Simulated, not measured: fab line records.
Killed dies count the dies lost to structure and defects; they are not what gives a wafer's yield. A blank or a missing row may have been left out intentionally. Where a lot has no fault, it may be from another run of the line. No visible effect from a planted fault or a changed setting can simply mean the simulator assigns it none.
A struck lot beside a sound one ; flow sky130 ; 15 out of 708 route steps
Sound: these wafers, L713.1, L713.4, L713.6. The struck wafers were L729.3, L729.4, L729.5. The cause is named last.
Per side, at each step with rows, come the tool, then ch with its chambers, and then its first start. Under that, the readings that differ: sound wafers ; struck wafers ; difference of the means ; sigmas: that difference in standard deviations of wafers without a fault.
alike: same words and numbers on both sides, and readings whose means sit less than 2 such deviations apart. not compared: any withheld reading, any reading some wafer has no value for, any bound like >300 that may hide the same value, and any number with overlapping values for which the record gives no deviation.
The two part at a step that has a row with sigmas, a row that says differs or no value, or rows on one side only. Non-overlapping numbers with no deviation appear without sigmas and do not part them. A reading missing from all wafers of one side parts the sides only when that side holds two or more wafers.

SKY_LDD_HVP_TW_MEAS_10:
  sound on film_metro-04, day 23 08:13; struck on film_metro-04, day 28 20:28
  alike: LDD_HVP_TW
then, 7 steps without rows for these wafers: SKY_LDD_LDN_DEHYDRATE_00 (time 60 s); SKY_LDD_LDN_HMDS_01 (prime time 60 s); SKY_LDD_LDN_COAT_02 (resist thk 1140 nm); SKY_LDD_LDN_SOFTBAKE_03 (time 60 s); SKY_LDD_LDN_EXPOSE_04 (exposes mask LDNTM, target cd 700 nm); SKY_LDD_LDN_PEB_05; SKY_LDD_LDN_DEVELOP_06 (develop time 60 s).
SKY_LDD_LDN_OVL_MEAS_07:
  sound on overlay-01, day 24 14:09; struck on overlay-01, day 30 00:35
  alike: LDD_LDN_OVL
then, 3 steps without rows for these wafers: SKY_LDD_LDN_IMPLANT_08; SKY_LDD_LDN_IMPLANT_09; SKY_LDD_LDN_IMPLANT_10.
SKY_LDD_LDN_IMPLANT_11:
  sound on implanter-03 ch 0, day 24 14:49; struck on implanter-01 ch 0, day 30 01:07
reading;sound;struck;difference;sigmas
beam_energy_keV;15.004 15.000 14.994;19.091 19.092 19.094;+4.093;+99 or more
model.implant.rp_nm (nm);12.95 12.95 12.95;14.67 14.67 14.67;+1.72;
model.implant.drp_nm (nm);5.933 5.933 5.933;6.983 6.983 6.983;+1.050;
SKY_LDD_LDN_STRIP_12: strips in O2/N2.
  sound on plasma_asher-03 ch 1, day 24 14:58; struck on plasma_asher-03 ch 0,1, day 30 01:15
  alike: drypump_motor_current_A, o2_flow_sccm, oes_product_au, strip_time_to_endpoint_s
  not compared: rf_hours_counter_h
-- the record jumps here: 21 days lie between the struck wafers' starts before and after (it left off in module LDD_LDN and takes up again in module PAD_OPEN, whose first step shown is number 708 of the route) --
SKY_PAD_OPEN_PROBE_99:
  sound on prober-01, day 47 09:07; struck on prober-02, day 50 16:43
reading;sound;struck;difference;sigmas
killed_short;41 47 51;35 29 30;-15;-2
model.etest.tip_sonos.rs_ohm_sq;2603 2663 2632;2515 2505 2528;-117;
  alike: killed_at_M0_to_M3, killed_at_M4_up, killed_at_contacts, killed_at_front_end, killed_at_other, killed_dies, killed_open

== WHERE THEY PART ==
Last at SKY_PAD_OPEN_PROBE_99 as far as this record goes, first at SKY_LDD_LDN_IMPLANT_11.

WHY: what had been put in by the simulator
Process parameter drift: implanter-01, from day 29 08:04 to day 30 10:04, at SKY_LDD_LDN_IMPLANT_11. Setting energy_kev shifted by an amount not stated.
